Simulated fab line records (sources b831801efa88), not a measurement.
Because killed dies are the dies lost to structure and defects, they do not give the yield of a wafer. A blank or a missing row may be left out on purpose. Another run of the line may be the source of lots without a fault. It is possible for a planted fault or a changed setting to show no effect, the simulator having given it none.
A struck lot beside a sound one + flow sky130 + 17 steps out of a route of 708
Sound: the wafers L142.1, L142.2, L142.3. Wafers L149.1, L149.3, L149.6 were the ones struck. The cause comes at the end.
Order at every step that has rows: each side's tool, ch and its chambers, its first start. Under that, the readings that differ: sound wafers + struck wafers + difference of the means + sigmas: that difference in standard deviations of wafers without a fault.
alike: readings whose means differ by less than 2 such deviations, and words and numbers that are the same on both sides. not compared: withheld readings, readings that some wafer has no value for, bounds like >300 that may hide the same value, and numbers for which the record gives no deviation and whose values overlap.
A row with sigmas, a row that says differs or no value, or rows on one side alone: a step with any of these is where the two part. Numbers that don't overlap but have no deviation are shown without sigmas and don't part them. Lack of a reading on every wafer of one side parts them only where that side has two or more wafers.

first, 1 step without rows for these wafers: SKY_LDD_N_IMPLANT_15.
SKY_LDD_N_STRIP_16: strips in O2/N2.
  sound on plasma_asher-03 ch 0,1, day 20 09:34; struck on plasma_asher-01 ch 0,1, day 23 05:01
  alike: drypump_motor_current_A, oes_product_au, strip_time_to_endpoint_s
  not compared: rf_hours_counter_h
SKY_LDD_N_TW_MEAS_17:
  sound on film_metro-04, day 20 09:40; struck on film_metro-03, day 23 05:07
| reading  | sound          | struck         | difference | sigmas |
|----------|----------------|----------------|------------|--------|
| LDD_N_TW | 2617 2606 2613 | 2570 2585 2589 | -31        | -2     |
then, 7 steps without rows for these wafers: SKY_LDD_P_DEHYDRATE_00 (time 60 s); SKY_LDD_P_HMDS_01 (prime time 60 s); SKY_LDD_P_COAT_02 (resist thk 1140 nm); SKY_LDD_P_SOFTBAKE_03 (time 60 s); SKY_LDD_P_EXPOSE_04 (exposes mask PSDM, target cd 380 nm); SKY_LDD_P_PEB_05; SKY_LDD_P_DEVELOP_06 (develop time 60 s).
SKY_LDD_P_CD_MEAS_07: target cd 380 nm.
  sound on cd_sem-02, day 21 15:48; struck on cd_sem-02, day 24 10:33
  alike: cd_nm
SKY_LDD_P_OVL_MEAS_08:
  sound on overlay-01, day 21 15:55; struck on overlay-01, day 24 10:40
  alike: LDD_P_OVL
SKY_LDD_P_IMPLANT_09:
  sound on implanter-02 ch 0, day 21 15:57; struck on implanter-04 ch 0, day 24 10:43
| reading            | sound                            | struck                       | difference | sigmas      |
|--------------------|----------------------------------|------------------------------|------------|-------------|
| dose_ions_cm2      | 1.0022e+13 1.0014e+13 1.0018e+13 | 7.814e+12 7.84e+12 7.828e+12 | -2.191e+12 | -99 or more |
| faraday_current_uA | 54.5 56.2 58.5                   | 43.4 44.7 43.9               | -12.4      | -11         |
SKY_LDD_P_STRIP_10: strips in O2/N2.
  sound on plasma_asher-04 ch 0,1, day 21 16:06; struck on plasma_asher-04 ch 0,1, day 24 10:52
| reading                      | sound             | struck            | difference | sigmas |
|------------------------------|-------------------|-------------------|------------|--------|
| strip_time_to_endpoint_s (s) | 14.21 14.26 14.22 | 14.07 14.05 14.11 | -0.15      | -3     |
  alike: drypump_motor_current_A, oes_product_au
  not compared: rf_hours_counter_h
SKY_LDD_P_TW_MEAS_11:
  sound on film_metro-03, day 21 16:12; struck on film_metro-01, day 24 10:58
| reading  | sound       | struck      | difference | sigmas |
|----------|-------------|-------------|------------|--------|
| LDD_P_TW | 639 634 639 | 585 584 584 | -53        | -15    |
then, 1 step without rows for these wafers: SKY_LDD_HVN_DEHYDRATE_00 (time 60 s).
-- a jump in the record: the struck wafers' starts before and after are 25 days apart (it breaks off in module LDD_HVN and resumes in module PAD_OPEN, where the first step shown is number 708 of the route) --
SKY_PAD_OPEN_PROBE_99:
  sound on prober-02, day 47 11:58; struck on prober-02, day 49 02:28
| reading                     | sound          | struck         | difference | sigmas |
|-----------------------------|----------------|----------------|------------|--------|
| model.etest.tip_p.rs_ohm_sq | 6893 6898 6944 | 8463 8461 8416 | +1535      |        |
  alike: killed_at_M0_to_M3, killed_at_M4_up, killed_at_contacts, killed_at_front_end, killed_at_other, killed_dies, killed_open, killed_short
  not compared: model.etest.tip_p.rs_ohm_sq_range

WHERE THEY PART
First at SKY_LDD_N_TW_MEAS_17; last, within this record, at SKY_LDD_P_TW_MEAS_11. Later steps at which nothing parts them and some readings are alike: SKY_PAD_OPEN_PROBE_99.

WHY: whatever the simulator had introduced
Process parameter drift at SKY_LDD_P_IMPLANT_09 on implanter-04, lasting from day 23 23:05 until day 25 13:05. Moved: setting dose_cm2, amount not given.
